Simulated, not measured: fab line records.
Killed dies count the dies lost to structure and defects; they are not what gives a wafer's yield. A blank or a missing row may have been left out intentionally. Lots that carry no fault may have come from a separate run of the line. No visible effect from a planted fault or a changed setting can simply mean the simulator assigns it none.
fab line records	flow sky130
[record] lots = 5	wafers = 15	last-day = 50
route steps=708 shown METAL1@440 PAD_OPEN@708
lots with no fault: from the same line, run without faults
start-h: the number of hours between the record's first day and the start of the first shown wafer of the lot	wait-h: hours since the lot's step before	" same as the row above	L1.1+2: a row that stands for several wafers	- no value, or no start was given	* or withheld: withheld	< > ~ a bound
route shown NAME@n: NAME is a module with steps in the file, n the number in the route of the first one	usual: mean/standard deviation of fault-free wafers	same: alike in all rows	chamber/n: place in a boat	sites: per-site readings	_std_site: how widely they spread, as a standard deviation	_edge_site: mean of outer sites minus mean of inner sites	radius-mm: for every site, how far away it sits from the centre of the wafer	mask NAME#n: copy n	behind: the last tool/chamber to shape the wafer	hold: why the lot went on hold/how many hours it stayed there/how the hold came to an end	device: transistor that didn't switch, given as n, p or np	end of line: the same wafers' tests at the end of the route	for a step that has no rows: nothing shown but its recipe	killed: dies that structure and defects cost at the first sort, which is not the same as the wafer's yield	map: per-die view of a wafer (x killed, . not killed, _ where there is no die)
set.NAME: the setting as run; set.NAME@STEP: as run at that earlier step	model.NAME: the simulator's own value behind a step, which no gauge read
certain route steps with their lots: each step a table, each wafer a row
services: a tool's chamber out of use, with start hour (start-h, from the record's first day; less than 0 if before it), hours out, and reason
[[steps]]
[step SKY_METAL1_THK_MEAS_06]
[recipe] thk-meas-gauge = xrf	reads = AlCu_of_METAL1_SPUTTER_02
[usual] METAL1_ALCU_THK = 251.5/2.8
lot.wafer	tool	chamber	start-h	wait-h	METAL1_ALCU_THK[nm]
L705.2	film-metro-04	-	834.72	0.1	252.3
L705.3	"	-	"	"	250.8
L705.4	"	-	"	"	250.3
L706.1	film-metro-01	-	839.39	0.1	253.7
L706.2	"	-	"	"	252.3
L706.5	"	-	"	"	252.7
L710.1	film-metro-03	-	866.96	0.1	250.8
L710.4	"	-	"	"	253.0
L710.5	"	-	"	"	252.2
L714.3	film-metro-04	-	898.56	0.1	250.9
L714.5	"	-	"	"	252.0
L714.6	"	-	"	"	250.7
L715.1	film-metro-04	-	903.93	0.1	254.2
L715.5	"	-	"	"	252.5
L715.6	"	-	"	"	256.1
[step SKY_METAL1_DEHYDRATE_07]
[recipe] temp-c = 200	time-s = 60
[step SKY_METAL1_HMDS_08]
[recipe] prime-time-s = 60	prime-temp-c = 120
[step SKY_METAL1_COAT_09]
[recipe] resist = BARC	temp-c = withheld	time-s = withheld	spin-rpm = 3000	resist-thk-nm = 60
[step SKY_METAL1_COAT_10]
[recipe] resist = KrF-thick	spin-rpm = 3000	resist-thk-nm = 450
[step SKY_METAL1_SOFTBAKE_11]
[recipe] temp-c = 100	time-s = 90	resist = KrF-thick
[step SKY_METAL1_EXPOSE_12]
[recipe] mask-id = MM1	na = 0.8	source-shape = annular	sigma-inner = 0.55	sigma-outer = 0.85	target-cd-nm = 140	dose-mj = 28
[step SKY_METAL1_PEB_13]
[recipe] peb-temp-c = withheld	peb-time-s = withheld	resist = KrF-thick
[step SKY_METAL1_DEVELOP_14]
[recipe] develop-time-s = 60	resist = KrF-thick	dev-temp-c = 21
[step SKY_METAL1_CD_MEAS_15]
[recipe] target-cd-nm = 140
[usual] cd-nm = 139.6/1.7
lot.wafer	tool	chamber	start-h	wait-h	cd-nm
L705.2	cd-sem-02	-	861.73	-	141.2
L705.3	"	-	"	"	140.5
L705.4	"	-	"	"	140.8
L706.1	cd-sem-02	-	866.82	-	141.1
L706.2	"	-	"	"	141.1
L706.5	"	-	"	"	140.1
L710.1	cd-sem-01	-	894.32	-	141.1
L710.4	"	-	"	"	140.8
L710.5	"	-	"	"	142.3
L714.3	cd-sem-02	-	923.55	-	136.4
L714.5	"	-	"	"	136.8
L714.6	"	-	"	"	137.6
L715.1	cd-sem-01	-	928.51	-	139.8
L715.5	"	-	"	"	138.4
L715.6	"	-	"	"	137.5
[step SKY_METAL1_OVL_MEAS_16]
[usual] METAL1_OVL = -3/4.7
lot.wafer	tool	chamber	start-h	wait-h	METAL1_OVL[nm]
L705.2	overlay-01	-	861.83	0.1	-4
L705.3	"	-	"	"	-4
L705.4	"	-	"	"	-1
L706.1	overlay-02	-	866.94	0.1	3
L706.2	"	-	"	"	-8
L706.5	"	-	"	"	1
L710.1	overlay-02	-	894.44	0.1	6
L710.4	"	-	"	"	-2
L710.5	"	-	"	"	9
L714.3	overlay-02	-	923.64	0.1	-4
L714.5	"	-	"	"	-1
L714.6	"	-	"	"	14
L715.1	overlay-01	-	928.63	0.1	-5
L715.5	"	-	"	"	-3
L715.6	"	-	"	"	-7
[step SKY_METAL1_DESCUM_17]
[recipe] chemistry = O2	source-power-w = 150	bias-power-w = 0	pressure-mtorr = 10	temp-c = 40	time-s = 8
[usual] chamber-pressure-mTorr = 10.000/0.0087	drypump-motor-current-A = 5.5/0.37	oes-product-au = 0.997/0.0084
lot.wafer	tool	chamber	start-h	wait-h	chamber-pressure-mTorr	drypump-motor-current-A	oes-product-au	rf-hours-counter-h
L705.2	rie-metal-04	1	861.86	0.0	9.985	4.8	1.005	14
L705.3	"	0	"	"	10.007	6.2	0.996	-
L705.4	"	1	"	"	9.999	4.8	0.996	-
L706.1	rie-metal-01	0	866.98	0.0	9.988	5.6	1.004	7
L706.2	"	1	"	"	9.989	5.2	1.006	15
L706.5	"	1	"	"	10.003	5.2	1.011	-
L710.1	rie-metal-04	0	894.48	0.0	10.014	6.1	0.989	6
L710.4	"	1	"	"	10.004	4.8	0.994	-
L710.5	"	0	"	"	9.990	6.2	0.983	-
L714.3	rie-metal-02	0	923.68	0.0	10.003	5.6	1.012	-
L714.5	"	1	"	"	9.993	5.6	1.009	-
L714.6	"	0	"	"	9.983	5.7	1.000	-
L715.1	rie-metal-01	1	928.66	0.0	10.015	5.2	0.999	1
L715.5	"	1	"	"	10.005	5.2	1.004	-
L715.6	"	0	"	"	9.987	5.6	0.989	-
[step SKY_METAL1_ETCH_18]
[recipe] chemistry = N2/H2	target = BARC	ion-energy-ev = 200	bias-w = 100	pressure-mtorr = 30	n2-flow-sccm = 100	h2-flow-sccm = 200	icp-w = 500	stop-on = SiO2	time-s = 45.9	target-depth-a = 600
[usual] chamber-pressure-mTorr = 30.002/0.03	drypump-motor-current-A = 5.5/0.37	oes-product-au = 0.854/0.0047	throttle-valve-pct = 13.224/0.0091
lot.wafer	tool	chamber	start-h	wait-h	chamber-pressure-mTorr	drypump-motor-current-A	oes-product-au	rf-hours-counter-h	throttle-valve-pct	model.KrF-thick_of_METAL1_COAT_10.thk-nm
L705.2	rie-metal-04	1	861.90	0.0	30.010	4.9	0.851	14	13.225	391.5
L705.3	"	0	"	"	30.019	6.2	0.857	-	13.217	392.7
L705.4	"	1	"	"	30.019	4.9	0.851	-	13.210	393.2
L706.1	rie-metal-01	0	867.01	0.0	29.983	5.6	0.857	7	13.231	396.5
L706.2	"	1	"	"	29.995	5.2	0.854	15	13.232	396
L706.5	"	1	"	"	29.990	5.2	0.863	-	13.222	395.1
L710.1	rie-metal-04	0	894.51	0.0	30.029	6.2	0.853	6	13.227	401.5
L710.4	"	1	"	"	29.998	4.8	0.857	-	13.218	393.1
L710.5	"	0	"	"	30.015	6.2	0.853	-	13.236	401.6
L714.3	rie-metal-02	0	923.72	0.0	30.190	5.7	0.860	-	13.231	393.9
L714.5	"	1	"	"	29.998	5.6	0.850	-	13.221	394.6
L714.6	"	0	"	"	29.999	5.7	0.857	-	13.233	394.2
L715.1	rie-metal-01	1	928.70	0.0	29.988	5.2	0.855	1	13.222	392.6
L715.5	"	1	"	"	29.952	5.2	0.855	-	13.228	392.5
L715.6	"	0	"	"	30.012	5.6	0.851	-	13.218	392.6
[step SKY_METAL1_METAL_ETCH_19]
[recipe] target-depth-a = 3600	stop-on = SiO2	over-etch-frac = 0.3	time-s = 78	chemistry = Cl2/BCl3	resist-sidewall-deg = 88	pressure-mtorr = 10	icp-w = 900	bias-w = 48.5	Cl2_flow_sccm = 60	bcl3-flow-sccm = 30
[usual] chamber-pressure-mTorr = 10.000/0.013	drypump-motor-current-A = 5.5/0.37	oes-product-au = 0.854/0.0059	throttle-valve-pct = 22.265/0.0078
lot.wafer	tool	chamber	start-h	wait-h	chamber-pressure-mTorr	drypump-motor-current-A	oes-product-au	rf-hours-counter-h	throttle-valve-pct	model.KrF-thick_of_METAL1_COAT_10.thk-nm
L705.2	rie-metal-04	1	861.96	0.0	9.996	4.8	0.855	14	22.263	157.1
L705.3	"	0	"	"	10.001	6.2	0.841	-	22.267	161.9
L705.4	"	1	"	"	10.011	4.9	0.842	-	22.252	157.8
L706.1	rie-metal-01	0	867.07	0.0	10.002	5.6	0.853	7	22.252	162.3
L706.2	"	1	"	"	10.000	5.2	0.853	15	22.258	159.4
L706.5	"	1	"	"	9.987	5.2	0.862	-	22.252	161.4
L710.1	rie-metal-04	0	894.57	0.0	9.999	6.1	0.844	6	22.265	173.3
L710.4	"	1	"	"	10.006	4.8	0.866	-	22.252	159.9
L710.5	"	0	"	"	10.001	6.2	0.866	-	22.266	170.6
L714.3	rie-metal-02	0	923.79	0.1	10.007	5.6	0.851	-	22.250	160.7
L714.5	"	1	"	"	10.007	5.6	0.848	-	22.270	163.1
L714.6	"	0	"	"	9.983	5.6	0.852	-	22.270	160.6
L715.1	rie-metal-01	1	928.76	0.0	10.007	5.2	0.865	1	22.264	163
L715.5	"	1	"	"	9.990	5.2	0.855	-	22.273	158.7
L715.6	"	0	"	"	9.998	5.6	0.862	-	22.256	162.1
[step SKY_METAL1_STRIP_20]
[recipe] chemistry = O2/N2	power-w = 1400	pressure-mtorr = 1500	platen-temp-c = withheld	o2-flow-sccm = 3000	n2-flow-sccm = 300	overash-fraction = 0.5
[usual] chamber-pressure-mTorr = 1500.1/1.4	drypump-motor-current-A = 5.6/0.49	oes-product-au = 0.343/0.0049	strip-time-to-endpoint-s = 2.71/0.033
lot.wafer	tool	chamber	start-h	wait-h	chamber-pressure-mTorr	drypump-motor-current-A	oes-product-au	rf-hours-counter-h	strip-time-to-endpoint-s
L705.2	plasma-asher-02	0	862.05	0.1	1501.6	5.3	0.334	11	2.66
L705.3	"	0	"	"	1498.0	5.3	0.350	-	2.72
L705.4	"	1	"	"	1499.5	6.5	0.334	-	2.69
L706.1	plasma-asher-04	1	867.16	0.1	1497.3	5.6	0.350	46	2.74
L706.2	"	0	"	"	1501.1	5.0	0.341	46	2.70
L706.5	"	0	"	"	1501.5	5.0	0.350	-	2.73
L710.1	plasma-asher-01	0	894.66	0.1	1502.1	5.6	0.349	73	2.85
L710.4	"	1	"	"	1499.4	5.4	0.345	-	2.71
L710.5	"	0	"	"	1500.4	5.7	0.349	-	2.82
L714.3	plasma-asher-02	0	923.88	0.1	1501.3	5.2	0.345	-	2.70
L714.5	"	1	"	"	1501.2	6.5	0.343	-	2.76
L714.6	"	0	"	"	1499.8	5.2	0.336	-	2.72
L715.1	plasma-asher-04	1	928.85	0.1	1501.3	5.6	0.340	52	2.74
L715.5	"	0	"	"	1497.7	5.0	0.341	-	2.69
L715.6	"	1	"	"	1498.6	5.6	0.344	-	2.73
[step SKY_METAL1_STRIP_21]
[recipe] chemistry = post-etch-residue-remover	time-s = 1200	temp-c = 72.5
[step SKY_PAD_OPEN_PROBE_99]
[usual] defect-limited-yield = 82.5/1.9	killed_at_M0_to_M3 = 44/6.6	killed_at_M4_up = 3.0/2	killed-at-contacts = 24/5.1	killed-at-front-end = 15/4.1	killed-at-other = 0.4/0.62	killed-dies = 86/9.3	killed-open = 46/6.8	killed-short = 40/5.8	sort_bin_3_pad_short = 0.8/0.4	sort_bin_5_function = 10.3/1.4	sort_bin_6_memory = 6.4/1	sort-n-pass = 406/9.3	sort-yield-pct = 82.5/1.9
[same] gross-dies = 492	killed-at-back-side = 0	sort_bin_4_leakage[%] = 0	sort_bin_8_speed[%] = 0
lot.wafer	tool	chamber	start-h	wait-h	defect-limited-yield[%]	killed_at_M0_to_M3	killed_at_M4_up	killed-at-contacts	killed-at-front-end	killed-at-other	killed-dies	killed-open	killed-short	sort_bin_3_pad_short[%]	sort_bin_5_function[%]	sort_bin_6_memory[%]	sort-n-pass	sort-yield-pct[%]
L705.2	prober-02	-	1147.70	0.1	83.1	32	5	29	17	0	83	41	38	0.4	11.0	5.5	409	83.1
L705.3	prober-02	-	1147.75	0.2	82.5	47	1	29	7	2	86	38	47	1.6	10.0	5.9	406	82.5
L705.4	prober-02	-	1147.80	0.2	82.1	39	4	32	13	0	88	45	43	1.0	10.4	6.5	404	82.1
L714.3	prober-02	-	1188.11	0.2	84.6	42	3	26	5	0	76	41	35	0.6	8.1	6.7	416	84.6
L714.5	prober-02	-	1188.21	0.2	84.3	33	2	23	19	0	77	40	37	0.2	8.7	6.7	415	84.3
L714.6	prober-02	-	1188.26	0.2	81.9	46	6	24	13	0	89	46	43	0.6	11.4	6.1	403	81.9
// killed by level:class
L705.2 CONTACT:geometric-particle:open=11 LI_CONTACT:geometric-particle:open=8 CONTACT:geometric-particle:short=7 VIA1:geometric-particle:open=6 METAL2:geometric-particle:short=5 FIELD_ISO:geometric-particle:short=4 POLY_GATE:geometric-particle:open=4 VIA2:geometric-particle:open=4
L705.3 METAL2:geometric-particle:short=9 CONTACT:geometric-particle:open=8 CONTACT:geometric-particle:short=7 VIA3:geometric-particle:open=7 VIA1:geometric-particle:short=6 LI_CONTACT:geometric-particle:short=5 LI_CONTACT:geometric-particle:open=5 VIA1:geometric-particle:open=5
L705.4 VIA1:geometric-particle:open=11 CONTACT:geometric-particle:open=10 METAL1:geometric-particle:short=9 CONTACT:geometric-particle:short=8 LI_CONTACT:geometric-particle:open=7 LOCAL_INTERCONNECT:geometric-particle:short=6 METAL2:geometric-particle:short=5 FIELD_ISO:geometric-particle:open=4
L714.3 LI_CONTACT:geometric-particle:open=9 CONTACT:geometric-particle:short=9 METAL2:geometric-particle:short=8 VIA1:geometric-particle:open=7 VIA2:geometric-particle:open=7 CONTACT:geometric-particle:open=6 VIA3:geometric-particle:open=6 METAL3:geometric-particle:short=4
L714.5 CONTACT:geometric-particle:open=12 POLY_GATE:geometric-particle:short=9 VIA1:geometric-particle:open=9 VIA2:geometric-particle:open=7 METAL1:geometric-particle:short=6 FIELD_ISO:geometric-particle:open=5 CONTACT:geometric-particle:short=5 LI_CONTACT:geometric-particle:short=4
L714.6 VIA1:geometric-particle:open=13 CONTACT:geometric-particle:open=7 LI_CONTACT:geometric-particle:open=7 METAL4:geometric-particle:short=6 FIELD_ISO:geometric-particle:short=5 METAL1:geometric-particle:short=5 VIA2:geometric-particle:open=5 LOCAL_INTERCONNECT:geometric-particle:short=4
[[services]]
tool	chamber	start-h	hours	kind
rie-metal-01	1	882.16	-	clean
rie-metal-01	1	882.16	15.7	scheduled-down
rie-metal-01	1	882.16	15.7	vent-cycle
rie-metal-02	1	905.05	10.4	repair
plasma-asher-04	-	917.96	3.3	repair
[[key]]
[first-sign] step = SKY_METAL1_STRIP_20	reading = strip-time-to-endpoint-s	direction = up	sigmas = 3.6	usual = *	struck = *
effect none on later readings
[model-effect] step = SKY_METAL1_ETCH_18	value = KrF-thick_of_METAL1_COAT_10.thk-nm	without = 395	struck = 401.5
[model-effect] step = SKY_METAL1_METAL_ETCH_19	value = KrF-thick_of_METAL1_COAT_10.thk-nm	without = 165.5	struck = 172
met-at SKY_METAL1_ETCH_18
struck-wafers L710.1,L710.5
onset-between 861.90 894.51
[fault] kind = process-parameter-drift	tool = rie-metal-04	chamber = 0	onset-h = 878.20	steps = SKY_METAL1_ETCH_18	channel = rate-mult	offset = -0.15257	shape = step	end-h = 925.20
